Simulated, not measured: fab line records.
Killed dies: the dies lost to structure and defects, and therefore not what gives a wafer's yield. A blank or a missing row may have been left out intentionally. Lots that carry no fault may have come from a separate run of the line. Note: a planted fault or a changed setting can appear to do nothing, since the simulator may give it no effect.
What tool caused it? | flow sky130 | 12 lots with 36 wafers sampled at 4 steps, on a route of 708 steps

## WHAT EACH GAUGE READ, for each wafer
SKY_VIA4_BOW_MEAS_03. Usual: VIA4_BOW 80 um, standard deviation 8.8.
lot  | measured     | on            | VIA4_BOW (um) | flag
L126 | day 41 07:56 | film-metro-04 | 68 83 75      |
L127 | day 41 12:34 | film-metro-04 | 77 66 65      |
L128 | day 42 11:01 | film-metro-03 | 77 71 89      |
L129 | day 42 22:08 | film-metro-03 | 70 69 82      |
L130 | day 44 02:56 | film-metro-04 | 58 72 81      |
L136 | day 44 23:20 | film-metro-02 | 89 91 79      |
L137 | day 44 23:17 | film-metro-04 | 73 85 76      |
L143 | day 47 01:27 | film-metro-03 | 82 85 89      |
L145 | day 47 03:52 | film-metro-03 | 69 83 75      |
L148 | day 47 17:02 | film-metro-02 | 62 75 55      |
L147 | day 47 19:11 | film-metro-03 | 69 74 77      |
L149 | day 47 22:33 | film-metro-04 | 75 83 86      |

## TOOL THAT RAN EACH LOT (tool first, then ch and the chambers of the sampled wafers, then the start)
lot  | SKY_VIA1_STRIP_16                    | SKY_VIA2_CMP_02               | SKY_METAL3_ETCH_17
L126 | plasma-asher-01 ch 0,1, day 33 11:23 | cmp-02 ch 1,2,3, day 34 16:29 | rie-diel-04 ch 1,2,3, day 38 01:34
L127 | plasma-asher-02 ch 0,1, day 33 13:32 | cmp-01 ch 0,1,3, day 34 19:41 | rie-diel-04 ch 0,3, day 38 05:13
L128 | plasma-asher-01 ch 0,1, day 34 15:32 | cmp-02 ch 1,2,3, day 35 20:37 | rie-diel-02 ch 0,3, day 39 05:25
L129 | plasma-asher-02 ch 0,1, day 35 05:31 | cmp-01 ch 0,1,2, day 36 10:54 | rie-diel-01 ch 1,2, day 39 18:04
L130 | plasma-asher-04 ch 0,1, day 36 14:32 | cmp-02 ch 0,1,3, day 37 19:13 | rie-diel-04 ch 0,1, day 41 00:50
L136 | plasma-asher-01 ch 0,1, day 37 10:35 | cmp-02 ch 0,1,2, day 38 14:46 | rie-diel-02 ch 0,2,3, day 41 18:32
L137 | plasma-asher-01 ch 0,1, day 37 11:43 | cmp-02 ch 1,2, day 38 16:15   | rie-diel-04 ch 1,2, day 41 19:28
L143 | plasma-asher-02 ch 0,1, day 40 00:59 | cmp-01 ch 0,1,2, day 41 04:03 | rie-diel-02 ch 2,3, day 44 05:54
L145 | plasma-asher-04 ch 1, day 40 06:59   | cmp-01 ch 0,1,2, day 41 09:56 | rie-diel-04 ch 0,1,2, day 44 09:14
L148 | plasma-asher-01 ch 0,1, day 40 17:32 | cmp-02 ch 0,2,3, day 41 20:07 | rie-diel-04 ch 0,1,3, day 44 17:52
L147 | plasma-asher-04 ch 0,1, day 40 22:49 | cmp-02 ch 0,3, day 42 00:53   | rie-diel-04 ch 0,2, day 44 22:08
L149 | plasma-asher-01 ch 0,1, day 41 01:56 | cmp-01 ch 2,3, day 42 05:54   | rie-diel-04 ch 0,1,3, day 45 03:20
- SKY_VIA1_STRIP_16: strips in O2/N2.
- SKY_VIA2_CMP_02: polishes SiO2.
- SKY_METAL3_ETCH_17: etches SiO2 in C4F8/O2/Ar, stops on TiN, time 3.9 s, target depth 15 nm.

## AS READ BY THE TOOLS THEMSELVES (means over the sampled wafers that have a number; for cases with no such wafer, the mark the record gives instead)
SKY_VIA1_STRIP_16. Usual: drypump-motor-current-A 5.5 A, standard deviation 0.33; oes-product-au 0.415 a.u., standard deviation 0.0045; strip-time-to-endpoint-s 4.460 s, standard deviation 0.022.
lot  | tool            | drypump-motor-current-A (A) | oes-product-au (a.u.) | strip-time-to-endpoint-s (s) | flag
L126 | plasma-asher-01 | 5.4                         | 0.410                 | 4.445                        |
L127 | plasma-asher-02 | 5.2                         | 0.418                 | 4.427                        |
L128 | plasma-asher-01 | 5.4                         | 0.417                 | 4.465                        |
L129 | plasma-asher-02 | 5.2                         | 0.416                 | 4.454                        |
L130 | plasma-asher-04 | 5.8                         | 0.412                 | 4.430                        |
L136 | plasma-asher-01 | 5.4                         | 0.413                 | 4.468                        |
L137 | plasma-asher-01 | 5.3                         | 0.416                 | 4.441                        |
L143 | plasma-asher-02 | 5.2                         | 0.418                 | 4.468                        |
L145 | plasma-asher-04 | 5.7                         | 0.416                 | 4.451                        |
L148 | plasma-asher-01 | 5.4                         | 0.414                 | 4.476                        |
L147 | plasma-asher-04 | 5.8                         | 0.408                 | 4.453                        |
L149 | plasma-asher-01 | 5.4                         | 0.416                 | 4.482                        |

SKY_VIA2_CMP_02. Usual: 11.9 A for motor-current-A, sd 1.4.
lot  | tool   | motor-current-A (A) | flag
L126 | cmp-02 | 12.0                |
L127 | cmp-01 | 11.4                |
L128 | cmp-02 | 11.4                |
L129 | cmp-01 | 12.5                |
L130 | cmp-02 | 11.2                |
L136 | cmp-02 | 11.3                |
L137 | cmp-02 | 10.8                |
L143 | cmp-01 | 12.0                |
L145 | cmp-01 | 12.4                |
L148 | cmp-02 | 12.0                |
L147 | cmp-02 | 11.2                |
L149 | cmp-01 | 13.8                |

SKY_METAL3_ETCH_17. Usual: 0.752 a.u. for oes-product-au, sd 0.0074.
lot  | tool        | oes-product-au (a.u.) | flag
L126 | rie-diel-04 | 0.757                 |
L127 | rie-diel-04 | 0.755                 |
L128 | rie-diel-02 | 0.754                 |
L129 | rie-diel-01 | 0.760                 |
L130 | rie-diel-04 | 0.750                 |
L136 | rie-diel-02 | 0.746                 |
L137 | rie-diel-04 | 0.757                 |
L143 | rie-diel-02 | 0.750                 |
L145 | rie-diel-04 | 0.751                 |
L148 | rie-diel-04 | 0.747                 |
L147 | rie-diel-04 | 0.746                 |
L149 | rie-diel-04 | 0.752                 |

## THE ANSWER, worked out from the rows above alone
Rule: lot off if the mean of its wafers having a number is beyond 3 standard deviations from the usual mean. A lot without any number at a reading at which 4 lots or more have one is off too. All remaining lots with rows at the step are treated as sound. Order of review: gauges by route order, followed by the tools' own readings, for which a lot's mean as printed above is used. At the first step where some lot is off, the reading lying furthest off is the one used; lots without a number count as furthest.
None of the lots is off at any reading shown; this tells nothing.

## WHAT THE SIMULATOR HAD INSERTED
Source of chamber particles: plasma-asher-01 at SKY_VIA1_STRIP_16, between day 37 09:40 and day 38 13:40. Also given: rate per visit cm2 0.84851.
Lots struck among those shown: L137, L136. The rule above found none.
